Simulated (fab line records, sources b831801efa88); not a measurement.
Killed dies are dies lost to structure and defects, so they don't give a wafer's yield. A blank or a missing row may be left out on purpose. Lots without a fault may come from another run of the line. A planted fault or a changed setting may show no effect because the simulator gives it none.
Which tool did it? | flow sky130 | 15 lots, 45 wafers sampled, at 4 steps of a route of 708

WHAT THE GAUGES READ, wafer by wafer
SKY_SD_N_OVL_MEAS_08.
lot  | measured     | on         | SD_N_OVL (nm)
L777 | day 27 23:38 | overlay-02 | 0.5 0.6 0.5
L778 | day 28 21:58 | overlay-02 | 0.7 0.3 0.5
L780 | day 29 05:27 | overlay-02 | 0.6 1.3 2.0
L781 | day 29 15:20 | overlay-01 | -1.4 -1.6 -2.4
L782 | day 30 02:14 | overlay-02 | 0.2 -0.8 -1.0
L783 | day 30 04:47 | overlay-01 | 0.0 -0.7 -1.8
L784 | day 30 17:02 | overlay-02 | 0.2 -0.9 0.9
L785 | day 31 05:08 | overlay-02 | 1.2 0.7 -0.6
L789 | day 32 08:56 | overlay-02 | 0.1 1.6 0.5
L790 | day 32 14:08 | overlay-01 | 0.1 -1.2 0.0
L791 | day 32 21:37 | overlay-01 | 0.1 0.1 -0.8
L797 | day 34 12:23 | overlay-02 | 0.0 0.0 0.1
L798 | day 34 19:04 | overlay-02 | 0.0 -1.7 -0.5
L799 | day 35 01:03 | overlay-01 | 0.8 -0.1 -0.6
L800 | day 35 09:35 | overlay-02 | 1.5 0.3 1.3

WHICH TOOL RAN EACH LOT (tool, then ch and the chambers of the sampled wafers, then the start)
lot  | SKY_LDD_LDN_STRIP_12                 | SKY_POLY_CUT_STRIP_12                | SKY_SD_N_PEB_05
L777 | plasma_asher-03 ch 0,1, day 23 00:42 | plasma_asher-01 ch 0,1, day 24 06:51 | litho_track-02 ch 0, day 27 23:13
L778 | plasma_asher-02 ch 0,1, day 23 22:14 | plasma_asher-02 ch 0,1, day 25 06:12 | litho_track-03 ch 0, day 28 21:30
L780 | plasma_asher-03 ch 0,1, day 24 06:43 | plasma_asher-04 ch 0,1, day 25 14:34 | litho_track-02 ch 0, day 29 05:05
L781 | plasma_asher-02 ch 0,1, day 24 17:36 | plasma_asher-02 ch 0,1, day 26 01:00 | litho_track-02 ch 0, day 29 14:55
L782 | plasma_asher-03 ch 0,1, day 25 04:39 | plasma_asher-04 ch 0,1, day 26 12:13 | litho_track-03 ch 0, day 30 01:50
L783 | plasma_asher-03 ch 0,1, day 25 07:02 | plasma_asher-04 ch 0,1, day 26 14:10 | litho_track-04 ch 0, day 30 04:22
L784 | plasma_asher-03 ch 0,1, day 25 20:18 | plasma_asher-01 ch 0,1, day 27 03:43 | litho_track-02 ch 0, day 30 16:38
L785 | plasma_asher-03 ch 0,1, day 26 09:57 | plasma_asher-04 ch 0,1, day 27 16:42 | litho_track-04 ch 0, day 31 04:44
L789 | plasma_asher-02 ch 0,1, day 27 15:42 | plasma_asher-02 ch 0,1, day 28 21:57 | litho_track-02, day 32 08:32
L790 | plasma_asher-03 ch 1, day 27 21:03   | plasma_asher-02 ch 0,1, day 29 03:21 | litho_track-03, day 32 13:44
L791 | plasma_asher-03 ch 0,1, day 28 04:08 | plasma_asher-02 ch 0,1, day 29 10:28 | litho_track-03, day 32 21:12
L797 | plasma_asher-02 ch 0,1, day 29 22:35 | plasma_asher-01 ch 0,1, day 31 04:04 | litho_track-02 ch 0, day 34 11:58
L798 | plasma_asher-02 ch 0,1, day 30 05:54 | plasma_asher-04 ch 0,1, day 31 11:28 | litho_track-04 ch 0, day 34 18:37
L799 | plasma_asher-03 ch 0,1, day 30 11:16 | plasma_asher-01 ch 0,1, day 31 17:17 | litho_track-04 ch 0, day 35 00:40
L800 | plasma_asher-04 ch 0,1, day 30 22:16 | plasma_asher-02 ch 0,1, day 32 02:47 | litho_track-03 ch 0, day 35 09:12
- SKY_LDD_LDN_STRIP_12: strips in O2/N2.
- SKY_POLY_CUT_STRIP_12: strips in O2/N2.
- SKY_SD_N_PEB_05

WHAT THE TOOLS THEMSELVES READ (means of the sampled wafers that have a number; where no wafer has one, the mark that the record gives instead)
SKY_LDD_LDN_STRIP_12.
lot  | tool            | drypump_motor_current_A (A) | oes_product_au (a.u.) | strip_time_to_endpoint_s (s)
L777 | plasma_asher-03 | 5.3                         | 0.717                 | 14.15
L778 | plasma_asher-02 | 5.6                         | 0.717                 | 14.18
L780 | plasma_asher-03 | 5.4                         | 0.716                 | 14.17
L781 | plasma_asher-02 | 5.9                         | 0.718                 | 14.15
L782 | plasma_asher-03 | 5.3                         | 0.716                 | 14.16
L783 | plasma_asher-03 | 5.3                         | 0.715                 | 14.19
L784 | plasma_asher-03 | 5.5                         | 0.715                 | 14.25
L785 | plasma_asher-03 | 5.4                         | 0.718                 | 14.11
L789 | plasma_asher-02 | 5.8                         | 0.712                 | 14.22
L790 | plasma_asher-03 | 5.1                         | 0.717                 | 14.22
L791 | plasma_asher-03 | 5.5                         | 0.714                 | 14.15
L797 | plasma_asher-02 | 5.8                         | 0.720                 | 14.15
L798 | plasma_asher-02 | 5.6                         | 0.712                 | 14.14
L799 | plasma_asher-03 | 5.3                         | 0.716                 | 14.11
L800 | plasma_asher-04 | 5.2                         | 0.716                 | 14.17

SKY_POLY_CUT_STRIP_12.
lot  | tool            | drypump_motor_current_A (A) | oes_product_au (a.u.) | strip_time_to_endpoint_s (s)
L777 | plasma_asher-01 | 6.1                         | 0.451                 | 5.338
L778 | plasma_asher-02 | 5.9                         | 0.454                 | 5.363
L780 | plasma_asher-04 | 5.4                         | 0.453                 | 5.385
L781 | plasma_asher-02 | 5.8                         | 0.454                 | 5.364
L782 | plasma_asher-04 | 5.3                         | 0.453                 | 5.359
L783 | plasma_asher-04 | 5.5                         | 0.455                 | 5.359
L784 | plasma_asher-01 | 6.1                         | 0.452                 | 5.356
L785 | plasma_asher-04 | 5.2                         | 0.451                 | 5.362
L789 | plasma_asher-02 | 5.8                         | 0.451                 | 5.359
L790 | plasma_asher-02 | 5.9                         | 0.451                 | 5.350
L791 | plasma_asher-02 | 5.8                         | 0.451                 | 5.343
L797 | plasma_asher-01 | 6.1                         | 0.457                 | 5.323
L798 | plasma_asher-04 | 5.2                         | 0.453                 | 5.359
L799 | plasma_asher-01 | 5.7                         | 0.457                 | 5.348
L800 | plasma_asher-02 | 5.8                         | 0.448                 | 5.358

SKY_SD_N_PEB_05.
lot  | tool           | exhaust_pa (Pa)
L777 | litho_track-02 | 45.2
L778 | litho_track-03 | 45.1
L780 | litho_track-02 | 45.2
L781 | litho_track-02 | 45.9
L782 | litho_track-03 | 44.1
L783 | litho_track-04 | 46.0
L784 | litho_track-02 | 46.5
L785 | litho_track-04 | 44.6
L789 | litho_track-02 | -
L790 | litho_track-03 | -
L791 | litho_track-03 | -
L797 | litho_track-02 | 46.9
L798 | litho_track-04 | 45.0
L799 | litho_track-04 | 44.9
L800 | litho_track-03 | 45.6

THE ANSWER, worked out from the rows above alone
Rule: what is usual is taken from the lots themselves. Put in order of their means at a reading, lots are off if they are a third of the lots or fewer, leave a main group of 4 or more, and stand apart from it by a gap of 3 or more times the standard deviation of the main group's means; of several such gaps the widest counts. A main group whose means are all the same, to the digits that the tables above print for the reading, isn't used. A lot without any number at a reading at which 4 lots or more have one is off too. The other lots that the step has rows for count as sound. The gauges are gone through in route order, then the tools' own readings, and for those a lot's mean is taken as printed above. The first step at which some lot is off is used, and at that step the reading that is off furthest; a lot without a number counts as furthest.
Off: L789, L790, L791, at SKY_SD_N_PEB_05 (exhaust_pa). Without a number there: L789, L790, L791. The main group: mean 45.4 Pa, standard deviation 0.76.
A tool fits if, at that step or a process step before it, it ran every lot that is off, and no sound lot after the first of them. None of those tried fits.

WHAT THE SIMULATOR HAD PUT IN
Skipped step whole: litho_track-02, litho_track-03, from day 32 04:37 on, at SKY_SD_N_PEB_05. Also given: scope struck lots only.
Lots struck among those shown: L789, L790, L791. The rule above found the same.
